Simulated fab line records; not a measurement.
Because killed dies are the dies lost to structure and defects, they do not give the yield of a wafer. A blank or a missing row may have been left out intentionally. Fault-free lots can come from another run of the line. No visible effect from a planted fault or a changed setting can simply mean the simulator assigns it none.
fab line records	flow gf180mcu
record: lots: 24	wafers: 72	lastDay: 34
route steps=602 shown M1@320 V1@350 V2@383 M3@413 V3@446
lots that met no fault: taken from a fault-free run of the same line
startH: the number of hours between the record's first day and the start of the first shown wafer of the lot	waitH: hours since the lot's step before	" as in the row above	L1.1+2: a row that stands for several wafers	- value missing, or start not given	* or withheld: withheld	< > ~ a bound
route shown NAME@n: a module of which the file shows steps, and the number in the route of the first	usual: average and standard deviation across the fault-free wafers	same: alike in all rows	chamber/n: place in a boat	sites: readings site by site	_std_site: their standard deviation	_edge_site: inner sites' mean taken away from outer sites' mean	radiusMm: for every site, how far away it sits from the centre of the wafer	mask NAME#n: copy n	behind: the tool/chamber that last shaped the wafer	hold: why the lot went on hold/how many hours it stayed there/how the hold came to an end	device: the n, p or np transistor that did not switch	end of line: the route-end tests of the same wafers	a step without rows: its recipe alone	killed: the dies lost at the first sort to structure and to defects; this is not the yield of the wafer	map: a wafer's dies, marking killed ones x, the rest . and places with no die _
set.NAME: the setting that was run; set.NAME@STEP: the one run at that earlier step	model.NAME: the simulator's own value behind a step, which no gauge read
a sample of lots followed through the steps of the route, with each step as a table and each wafer as a row
services: a tool's chamber out of use, with start hour (startH, from the record's first day; less than 0 if before it), hours out, and reason
== steps ==
step: GF_M1_RS_MEAS_05
recipe: thkMeasGauge: four-point-probe	reads: TiN_of_M1_SPUTTER_04+Ti_of_M1_SPUTTER_03+AlCu_of_M1_SPUTTER_02+TiN_of_M1_SPUTTER_01+Ti_of_M1_SPUTTER_00
usual: M1_ALCU_RS: 0.0694/0.00087
lot.wafer	tool	chamber	startH	waitH	M1_ALCU_RS[ohm/sq]
L074.3	filmMetro-04	-	367.28	0.1	0.0691
L074.4	"	-	"	"	0.0682
L074.5	"	-	"	"	0.0689
L075.1	filmMetro-03	-	373.32	0.0	0.0704
L075.3	"	-	"	"	0.0704
L075.6	"	-	"	"	0.0702
L076.2	filmMetro-03	-	384.31	0.0	0.0689
L076.3	"	-	"	"	0.0693
L076.4	"	-	"	"	0.0695
L077.2	filmMetro-04	-	396.63	0.0	0.0695
L077.3	"	-	"	"	0.0694
L077.5	"	-	"	"	0.0690
L078.1	filmMetro-04	-	401.28	0.0	0.0701
L078.2	"	-	"	"	0.0694
L078.6	"	-	"	"	0.0704
L079.3	filmMetro-04	-	415.11	0.1	0.0684
L079.5	"	-	"	"	0.0689
L079.6	"	-	"	"	0.0677
L080.3	filmMetro-04	-	425.15	0.1	0.0702
L080.4	"	-	"	"	0.0696
L080.5	"	-	"	"	0.0699
L081.2	filmMetro-02	-	431.83	0.0	0.0700
L081.3	"	-	"	"	0.0697
L081.5	"	-	"	"	0.0695
L082.2	filmMetro-02	-	437.26	0.0	0.0708
L082.3	"	-	"	"	0.0702
L082.6	"	-	"	"	0.0703
L083.1	filmMetro-04	-	448.92	0.0	0.0677
L083.5	"	-	"	"	0.0678
L083.6	"	-	"	"	0.0687
L084.2	filmMetro-02	-	458.82	0.0	0.0687
L084.4	"	-	"	"	0.0684
L084.6	"	-	"	"	0.0691
L085.2	filmMetro-03	-	464.68	0.0	0.0693
L085.4	"	-	"	"	0.0690
L085.5	"	-	"	"	0.0687
L086.3	filmMetro-03	-	466.55	0.1	0.0687
L086.4	"	-	"	"	0.0690
L086.6	"	-	"	"	0.0684
L087.2	filmMetro-04	-	482.22	0.0	0.0707
L087.3	"	-	"	"	0.0703
L087.5	"	-	"	"	0.0702
L088.1	filmMetro-03	-	488.74	0.0	0.0692
L088.3	"	-	"	"	0.0698
L088.6	"	-	"	"	0.0694
L089.3	filmMetro-02	-	499.26	0.1	0.0689
L089.4	"	-	"	"	0.0688
L089.6	"	-	"	"	0.0691
L090.1	filmMetro-03	-	503.81	0.0	0.0708
L090.2	"	-	"	"	0.0707
L090.3	"	-	"	"	0.0699
L091.1	filmMetro-02	-	512.29	0.0	0.0714
L091.3	"	-	"	"	0.0710
L091.6	"	-	"	"	0.0708
L092.3	filmMetro-04	-	522.20	0.1	0.0691
L092.4	"	-	"	"	0.0692
L092.6	"	-	"	"	0.0695
L093.2	filmMetro-02	-	530.56	0.0	0.0700
L093.3	"	-	"	"	0.0695
L093.4	"	-	"	"	0.0694
L094.2	filmMetro-03	-	535.23	0.0	0.0704
L094.5	"	-	"	"	0.0705
L094.6	"	-	"	"	0.0708
L095.1	filmMetro-04	-	543.01	0.0	0.0684
L095.3	"	-	"	"	0.0686
L095.5	"	-	"	"	0.0684
L096.1	filmMetro-02	-	556.35	0.0	0.0684
L096.2	"	-	"	"	0.0693
L096.6	"	-	"	"	0.0686
L097.3	filmMetro-02	-	556.74	0.1	0.0691
L097.4	"	-	"	"	0.0690
L097.5	"	-	"	"	0.0693
step: GF_V1_OVL_MEAS_15
usual: V1_OVL: 2/6.4
lot.wafer	tool	chamber	startH	waitH	V1_OVL[nm]
L074.3	overlay-01	-	414.40	0.1	-9
L074.4	"	-	"	"	-11
L074.5	"	-	"	"	-17
L075.1	overlay-02	-	421.70	0.1	3
L075.3	"	-	"	"	1
L075.6	"	-	"	"	4
L076.2	overlay-02	-	432.85	0.1	6
L076.3	"	-	"	"	6
L076.4	"	-	"	"	4
L077.2	overlay-02	-	445.40	0.1	-2
L077.3	"	-	"	"	-5
L077.5	"	-	"	"	-4
L078.1	overlay-01	-	450.61	0.1	4
L078.2	"	-	"	"	7
L078.6	"	-	"	"	4
L079.3	overlay-01	-	465.47	0.1	5
L079.5	"	-	"	"	5
L079.6	"	-	"	"	6
L080.3	overlay-02	-	474.91	0.1	2
L080.4	"	-	"	"	-5
L080.5	"	-	"	"	2
L081.2	overlay-02	-	482.20	0.1	7
L081.3	"	-	"	"	1
L081.5	"	-	"	"	7
L082.2	overlay-02	-	487.15	0.1	7
L082.3	"	-	"	"	1
L082.6	"	-	"	"	7
L083.1	overlay-01	-	498.49	0.1	18
L083.5	"	-	"	"	4
L083.6	"	-	"	"	14
L084.2	overlay-01	-	507.89	0.1	-1
L084.4	"	-	"	"	3
L084.6	"	-	"	"	-3
L085.2	overlay-01	-	514.30	0.1	4
L085.4	"	-	"	"	6
L085.5	"	-	"	"	0
L086.3	overlay-01	-	515.01	0.1	-5
L086.4	"	-	"	"	-5
L086.6	"	-	"	"	0
L087.2	overlay-01	-	531.34	0.1	16
L087.3	"	-	"	"	13
L087.5	"	-	"	"	14
L088.1	overlay-01	-	536.65	0.1	-2
L088.3	"	-	"	"	4
L088.6	"	-	"	"	-3
L089.3	overlay-02	-	547.16	0.1	3
L089.4	"	-	"	"	-1
L089.6	"	-	"	"	-1
L090.1	overlay-02	-	550.76	0.1	8
L090.2	"	-	"	"	5
L090.3	"	-	"	"	0
L091.1	overlay-01	-	559.71	0.1	14
L091.3	"	-	"	"	2
L091.6	"	-	"	"	12
L092.3	overlay-02	-	568.30	0.1	7
L092.4	"	-	"	"	13
L092.6	"	-	"	"	17
L093.2	overlay-02	-	576.51	0.1	2
L093.3	"	-	"	"	-2
L093.4	"	-	"	"	6
L094.2	overlay-02	-	581.86	0.1	2
L094.5	"	-	"	"	-1
L094.6	"	-	"	"	1
L095.1	overlay-02	-	588.30	0.1	0
L095.3	"	-	"	"	-1
L095.5	"	-	"	"	-5
L096.1	overlay-01	-	600.34	0.1	5
L096.2	"	-	"	"	10
L096.6	"	-	"	"	1
L097.3	overlay-01	-	600.92	0.1	3
L097.4	"	-	"	"	6
L097.5	"	-	"	"	-5
step: GF_V2_THK_MEAS_01
recipe: reads: SiO2_of_V2_CVD_00
usual: V2_CVD_00_THK: 601/6.2
lot.wafer	tool	chamber	startH	waitH	V2_CVD_00_THK[nm]
L074.3	filmMetro-01	-	440.54	0.1	599
L074.4	"	-	"	"	607
L074.5	"	-	"	"	594
L075.1	filmMetro-01	-	448.47	0.0	600
L075.3	"	-	"	"	587
L075.6	"	-	"	"	591
L076.2	filmMetro-03	-	459.86	0.0	592
L076.3	"	-	"	"	594
L076.4	"	-	"	"	583
L077.2	filmMetro-04	-	472.28	0.0	599
L077.3	"	-	"	"	596
L077.5	"	-	"	"	598
L078.1	filmMetro-04	-	477.87	0.0	602
L078.2	"	-	"	"	605
L078.6	"	-	"	"	602
L079.3	filmMetro-01	-	491.99	0.1	610
L079.5	"	-	"	"	616
L079.6	"	-	"	"	604
L080.3	filmMetro-01	-	500.93	0.1	598
L080.4	"	-	"	"	595
L080.5	"	-	"	"	596
L081.2	filmMetro-04	-	507.69	0.1	611
L081.3	"	-	"	"	613
L081.5	"	-	"	"	609
L082.2	filmMetro-01	-	513.70	0.0	607
L082.3	"	-	"	"	604
L082.6	"	-	"	"	603
L083.1	filmMetro-01	-	524.76	0.0	594
L083.5	"	-	"	"	594
L083.6	"	-	"	"	604
L084.2	filmMetro-04	-	533.81	0.0	598
L084.4	"	-	"	"	594
L084.6	"	-	"	"	593
L085.2	filmMetro-03	-	539.77	0.0	601
L085.4	"	-	"	"	603
L085.5	"	-	"	"	600
L086.3	filmMetro-04	-	540.31	0.1	611
L086.4	"	-	"	"	605
L086.6	"	-	"	"	601
L087.2	filmMetro-04	-	556.40	0.0	601
L087.3	"	-	"	"	606
L087.5	"	-	"	"	599
L088.1	filmMetro-04	-	561.64	0.0	606
L088.3	"	-	"	"	604
L088.6	"	-	"	"	602
L089.3	filmMetro-01	-	570.97	0.1	608
L089.4	"	-	"	"	606
L089.6	"	-	"	"	600
L090.1	filmMetro-03	-	575.78	0.0	607
L090.2	"	-	"	"	596
L090.3	"	-	"	"	605
L091.1	filmMetro-03	-	584.00	0.0	612
L091.3	"	-	"	"	611
L091.6	"	-	"	"	603
L092.3	filmMetro-03	-	592.32	0.1	601
L092.4	"	-	"	"	592
L092.6	"	-	"	"	598
L093.2	filmMetro-01	-	600.27	0.0	594
L093.3	"	-	"	"	599
L093.4	"	-	"	"	597
L094.2	filmMetro-03	-	605.41	0.0	598
L094.5	"	-	"	"	606
L094.6	"	-	"	"	599
L095.1	filmMetro-01	-	611.84	0.0	594
L095.3	"	-	"	"	596
L095.5	"	-	"	"	600
L096.1	filmMetro-03	-	622.94	0.0	591
L096.2	"	-	"	"	598
L096.6	"	-	"	"	600
L097.3	filmMetro-03	-	624.11	0.1	605
L097.4	"	-	"	"	602
L097.5	"	-	"	"	605
step: GF_M3_SPUTTER_04
recipe: material: TiN	targetThkNm: 50	powerW: 6500	timeS: 41.7	chamberPressurePa: 0.4
usual: throttleValvePct: 29.6/0.75
same: timeS: 41.7
lot.wafer	tool	chamber	startH	waitH	throttleValvePct
L074.3	pvdSputter-03	-	467.63	0.0	28.7
L074.4	"	-	"	"	28.9
L074.5	"	-	"	"	28.9
L075.1	pvdSputter-01	-	475.02	0.0	29.8
L075.3	"	-	"	"	30.5
L075.6	"	-	"	"	29.8
L076.2	pvdSputter-01	-	485.79	0.0	29.1
L076.3	"	-	"	"	30.4
L076.4	"	-	"	"	29.6
L077.2	pvdSputter-02	-	498.16	0.0	29.2
L077.3	"	-	"	"	28.6
L077.5	"	-	"	"	29.2
L078.1	pvdSputter-03	-	503.81	0.0	29.3
L078.2	"	-	"	"	28.8
L078.6	"	-	"	"	28.7
L079.3	pvdSputter-03	-	517.61	0.0	29.5
L079.5	"	-	"	"	28.9
L079.6	"	-	"	"	29.5
L080.3	pvdSputter-01	-	526.50	0.0	30.5
L080.4	"	-	"	"	30.1
L080.5	"	-	"	"	30.0
L081.2	pvdSputter-03	-	533.26	0.0	28.9
L081.3	"	-	"	"	29.2
L081.5	"	-	"	"	29.6
L082.2	pvdSputter-01	-	538.93	0.0	30.2
L082.3	"	-	"	"	30.2
L082.6	"	-	"	"	30.2
L083.1	pvdSputter-03	-	549.68	0.0	29.2
L083.5	"	-	"	"	29.1
L083.6	"	-	"	"	28.7
L084.2	pvdSputter-03	-	558.83	0.0	29.4
L084.4	"	-	"	"	28.7
L084.6	"	-	"	"	29.6
L085.2	pvdSputter-03	-	564.77	0.0	29.5
L085.4	"	-	"	"	29.6
L085.5	"	-	"	"	28.7
L086.3	pvdSputter-02	-	565.07	0.0	29.1
L086.4	"	-	"	"	31.3
L086.6	"	-	"	"	29.2
L087.2	pvdSputter-02	-	580.72	0.0	29.6
L087.3	"	-	"	"	29.4
L087.5	"	-	"	"	28.4
L088.1	pvdSputter-02	-	585.17	0.0	29.3
L088.3	"	-	"	"	29.5
L088.6	"	-	"	"	31.5
L089.3	pvdSputter-03	-	594.21	0.0	29.1
L089.4	"	-	"	"	28.6
L089.6	"	-	"	"	29.2
L090.1	pvdSputter-01	-	599.79	0.0	30.2
L090.2	"	-	"	"	30.1
L090.3	"	-	"	"	28.9
L091.1	pvdSputter-03	-	607.76	0.0	28.6
L091.3	"	-	"	"	28.9
L091.6	"	-	"	"	28.8
L092.3	pvdSputter-02	-	615.69	0.0	31.4
L092.4	"	-	"	"	29.2
L092.6	"	-	"	"	29.3
L093.2	pvdSputter-03	-	622.78	0.0	29.7
L093.3	"	-	"	"	28.8
L093.4	"	-	"	"	28.9
L094.2	pvdSputter-01	-	628.02	0.0	30.4
L094.5	"	-	"	"	30.0
L094.6	"	-	"	"	30.2
L095.1	pvdSputter-02	-	634.71	0.0	31.4
L095.3	"	-	"	"	29.4
L095.5	"	-	"	"	28.9
L096.1	pvdSputter-01	-	645.82	0.0	30.2
L096.2	"	-	"	"	29.8
L096.6	"	-	"	"	30.1
L097.3	pvdSputter-01	-	647.05	0.0	30.2
L097.4	"	-	"	"	29.8
L097.5	"	-	"	"	30.3
step: GF_V3_ETCH_17
recipe: chemistry: C4F8/O2/Ar	maskMaterial: KrF	target: SiO2	stopOn: TiN	sourceW: 1500	biasW: 1200	pressureMtorr: 40	c4f8FlowSccm: withheld	O2_flow_sccm: 6	Ar_flow_sccm: 300	timeS: withheld	targetDepthA: 6350
usual: oesProductAu: 0.855/0.0044
lot.wafer	tool	chamber	startH	waitH	oesProductAu
L074.3	rieDiel-02	1	-	-	0.868
L074.4	"	3	"	"	0.860
L074.5	"	3	"	"	0.852
L075.1	rieDiel-02	2	-	-	0.849
L075.3	"	1	"	"	0.856
L075.6	"	3	"	"	0.862
L076.2	rieDiel-04	1	-	-	0.854
L076.3	"	2	"	"	0.850
L076.4	"	0	"	"	0.856
L077.2	rieDiel-04	2	-	-	0.854
L077.3	"	0	"	"	0.858
L077.5	"	2	"	"	0.859
L078.1	rieDiel-04	2	-	-	0.855
L078.2	"	1	"	"	0.852
L078.6	"	1	"	"	0.852
L079.3	rieDiel-01	3	-	-	0.862
L079.5	"	0	"	"	0.857
L079.6	"	3	"	"	0.855
L080.3	rieDiel-01	2	-	-	0.853
L080.4	"	1	"	"	0.857
L080.5	"	1	"	"	0.859
L081.2	rieDiel-02	0	-	-	0.857
L081.3	"	1	"	"	0.860
L081.5	"	2	"	"	0.854
L082.2	rieDiel-01	3	-	-	0.860
L082.3	"	1	"	"	0.849
L082.6	"	3	"	"	0.862
L083.1	rieDiel-04	2	-	-	0.864
L083.5	"	2	"	"	0.857
L083.6	"	1	"	"	0.855
L084.2	rieDiel-04	1	-	-	0.854
L084.4	"	3	"	"	0.863
L084.6	"	1	"	"	0.846
L086.3	rieDiel-01	0	-	-	0.853
L086.4	"	0	"	"	0.855
L086.6	"	1	"	"	0.852
L085.2	rieDiel-04	3	-	-	0.859
L085.4	"	0	"	"	0.860
L085.5	"	1	"	"	0.858
L087.2	rieDiel-01	0	-	-	0.845
L087.3	"	1	"	"	0.854
L087.5	"	1	"	"	0.848
L088.1	rieDiel-02	2	-	-	0.855
L088.3	"	3	"	"	0.858
L088.6	"	1	"	"	0.856
L089.3	rieDiel-04	0	-	-	0.855
L089.4	"	2	"	"	0.853
L089.6	"	3	"	"	0.855
L090.1	rieDiel-01	3	-	-	0.854
L090.2	"	2	"	"	0.855
L090.3	"	1	"	"	0.853
L091.1	rieDiel-04	0	-	-	0.856
L091.3	"	1	"	"	0.858
L091.6	"	3	"	"	0.854
L092.3	rieDiel-01	2	-	-	0.850
L092.4	"	1	"	"	0.843
L092.6	"	1	"	"	0.856
L093.2	rieDiel-04	1	-	-	0.854
L093.3	"	3	"	"	0.850
L093.4	"	0	"	"	0.854
L094.2	rieDiel-04	0	-	-	0.856
L094.5	"	0	"	"	0.861
L094.6	"	1	"	"	0.844
L095.1	rieDiel-02	0	-	-	0.859
L095.3	"	1	"	"	0.855
L095.5	"	2	"	"	0.852
L096.1	rieDiel-02	3	-	-	0.860
L096.2	"	0	"	"	0.858
L096.6	"	0	"	"	0.853
L097.3	rieDiel-04	1	-	-	0.864
L097.4	"	2	"	"	0.855
L097.5	"	1	"	"	0.856
step: GF_V3_STRIP_18
recipe: chemistry: O2/N2	powerW: 1400	pressureMtorr: 1500	platenTempC: 250	o2FlowSccm: 3000	n2FlowSccm: 300	overashFraction: 0.5
usual: drypumpMotorCurrentA: 5.9/0.47	heaterPowerW: 352/34	n2FlowSccm: 300.1/1.1	oesProductAu: 0.593/0.0048
lot.wafer	tool	chamber	startH	waitH	drypumpMotorCurrentA	heaterPowerW	n2FlowSccm	oesProductAu	rfHoursCounterH
L074.3	plasmaAsher-03	1	516.74	-	5.1	323	299.4	0.593	-
L074.4	"	0	"	"	5.5	343	299.2	0.587	-
L074.5	"	0	"	"	5.4	346	297.5	0.588	-
L075.1	plasmaAsher-01	1	523.82	-	6.0	317	299.7	0.594	88
L075.3	"	0	"	"	6.6	418	300.1	0.596	-
L075.6	"	1	"	"	6.0	317	301.3	0.600	-
L076.2	plasmaAsher-01	0	535.37	-	6.6	408	298.6	0.591	89
L076.3	"	0	"	"	6.7	426	297.9	0.590	-
L076.4	"	1	"	"	6.0	324	300.7	0.597	-
L077.2	plasmaAsher-02	0	545.95	-	6.0	366	299.7	0.589	79
L077.3	"	1	"	"	5.7	340	299.8	0.592	-
L077.5	"	0	"	"	6.0	374	301.2	0.591	-
L078.1	plasmaAsher-01	1	551.20	-	6.0	314	299.0	0.597	90
L078.2	"	0	"	"	6.7	407	300.7	0.601	90
L078.6	"	1	"	"	6.0	324	299.6	0.599	-
L079.3	plasmaAsher-03	1	564.59	-	5.1	326	299.7	0.599	-
L079.5	"	0	"	"	5.4	347	299.0	0.596	-
L079.6	"	1	"	"	5.1	330	298.9	0.597	-
L080.3	plasmaAsher-02	0	573.14	-	6.0	360	300.2	0.600	-
L080.4	"	1	"	"	5.7	323	299.1	0.586	-
L080.5	"	1	"	"	5.7	335	300.1	0.587	-
L081.2	plasmaAsher-01	0	578.62	-	6.6	413	299.9	0.596	93
L081.3	"	1	"	"	6.0	319	299.3	0.595	-
L081.5	"	1	"	"	6.0	316	299.6	0.598	-
L082.2	plasmaAsher-01	0	585.42	-	6.6	422	301.2	0.596	94
L082.3	"	0	"	"	6.6	418	299.8	0.585	-
L082.6	"	1	"	"	6.0	321	299.5	0.590	-
L083.1	plasmaAsher-01	0	594.45	-	6.6	420	301.2	0.589	95
L083.5	"	1	"	"	6.0	317	301.2	0.592	-
L083.6	"	0	"	"	6.6	413	300.5	0.597	-
L084.2	plasmaAsher-03	1	603.71	-	5.1	328	301.3	0.587	49
L084.4	"	1	"	"	5.1	327	301.8	0.594	-
L084.6	"	0	"	"	5.3	340	299.9	0.596	-
L085.2	plasmaAsher-03	0	609.92	-	5.4	341	299.4	0.584	50
L085.4	"	0	"	"	5.4	352	300.9	0.588	-
L085.5	"	1	"	"	5.1	318	300.2	0.599	-
L086.3	plasmaAsher-01	1	609.94	-	6.0	318	301.6	0.586	-
L086.4	"	0	"	"	6.6	413	301.0	0.598	-
L086.6	"	0	"	"	6.6	428	302.6	0.582	-
L087.2	plasmaAsher-01	1	624.96	-	6.0	312	299.8	0.592	98
L087.3	"	1	"	"	6.0	322	300.5	0.591	-
L087.5	"	0	"	"	6.6	419	301.0	0.592	-
L088.1	plasmaAsher-03	1	628.56	-	5.1	336	299.1	0.600	52
L088.3	"	1	"	"	5.1	324	298.9	0.593	-
L088.6	"	1	"	"	5.1	326	299.1	0.592	-
L089.3	plasmaAsher-02	0	637.34	-	5.9	362	298.9	0.595	-
L089.4	"	1	"	"	5.7	325	302.0	0.588	-
L089.6	"	0	"	"	5.9	357	300.2	0.593	-
L090.1	plasmaAsher-02	1	642.56	-	5.7	331	300.1	0.585	88
L090.2	"	0	"	"	5.9	368	300.9	0.604	88
L090.3	"	0	"	"	6.0	357	300.1	0.594	-
L091.1	plasmaAsher-02	1	649.57	-	5.7	334	300.2	0.592	89
L091.3	"	1	"	"	5.7	333	298.6	0.595	-
L091.6	"	1	"	"	5.7	335	300.2	0.595	-
L092.3	plasmaAsher-02	1	657.49	-	5.7	313	300.9	0.591	-
L092.4	"	0	"	"	5.9	367	301.0	0.585	-
L092.6	"	1	"	"	5.7	325	300.5	0.591	-
L093.2	plasmaAsher-02	1	663.36	-	5.7	334	300.6	0.599	90
L093.3	"	0	"	"	5.9	356	299.7	0.593	-
L093.4	"	1	"	"	5.7	322	299.1	0.588	-
L094.2	plasmaAsher-02	0	669.07	-	5.9	356	299.6	0.596	91
L094.5	"	0	"	"	5.9	366	299.6	0.593	-
L094.6	"	1	"	"	5.7	331	302.5	0.592	-
L095.1	plasmaAsher-03	0	675.62	-	5.4	360	297.8	0.592	58
L095.3	"	0	"	"	5.4	346	298.3	0.592	-
L095.5	"	1	"	"	5.1	330	298.6	0.600	-
L096.1	plasmaAsher-01	1	685.72	-	6.0	312	301.4	0.598	105
L096.2	"	0	"	"	6.6	415	300.9	0.591	105
L096.6	"	0	"	"	6.7	429	299.7	0.592	-
L097.3	plasmaAsher-02	0	686.45	-	5.9	366	301.2	0.591	-
L097.4	"	1	"	"	5.7	332	299.9	0.590	-
L097.5	"	1	"	"	5.7	330	299.6	0.591	-
== services ==
tool	chamber	startH	hours	kind
plasmaAsher-02	-	472.44	1.8	repair
rieDiel-02	1	490.76	7.0	repair
rieDiel-04	0	495.92	-	clean
rieDiel-04	0	495.92	16.9	scheduledDown
rieDiel-04	0	495.92	16.9	ventCycle
pvdSputter-02	-	524.51	4.8	repair
rieDiel-04	2	539.92	2.8	repair
rieDiel-04	3	542.34	6.0	repair
rieDiel-02	0	543.70	4.2	repair
rieDiel-01	2	557.65	9.7	repair
rieDiel-04	2	580.00	8.3	repair
pvdSputter-03	2	581.52	-	consumableReplace:kit
pvdSputter-03	2	581.52	18.0	scheduledDown
pvdSputter-03	2	581.52	18.0	ventCycle
rieDiel-02	2	590.99	21.0	repair
plasmaAsher-02	-	597.22	0.4	repair
rieDiel-01	2	597.54	15.3	repair
plasmaAsher-02	-	608.55	15.6	pm
rieDiel-01	2	617.91	7.4	repair
rieDiel-02	-	634.03	0.3	repair
pvdSputter-03	-	642.77	6.2	repair
rieDiel-02	-	654.99	0.8	repair
plasmaAsher-02	-	671.73	14.6	pm
rieDiel-01	2	673.41	4.2	repair
== key ==
fault none
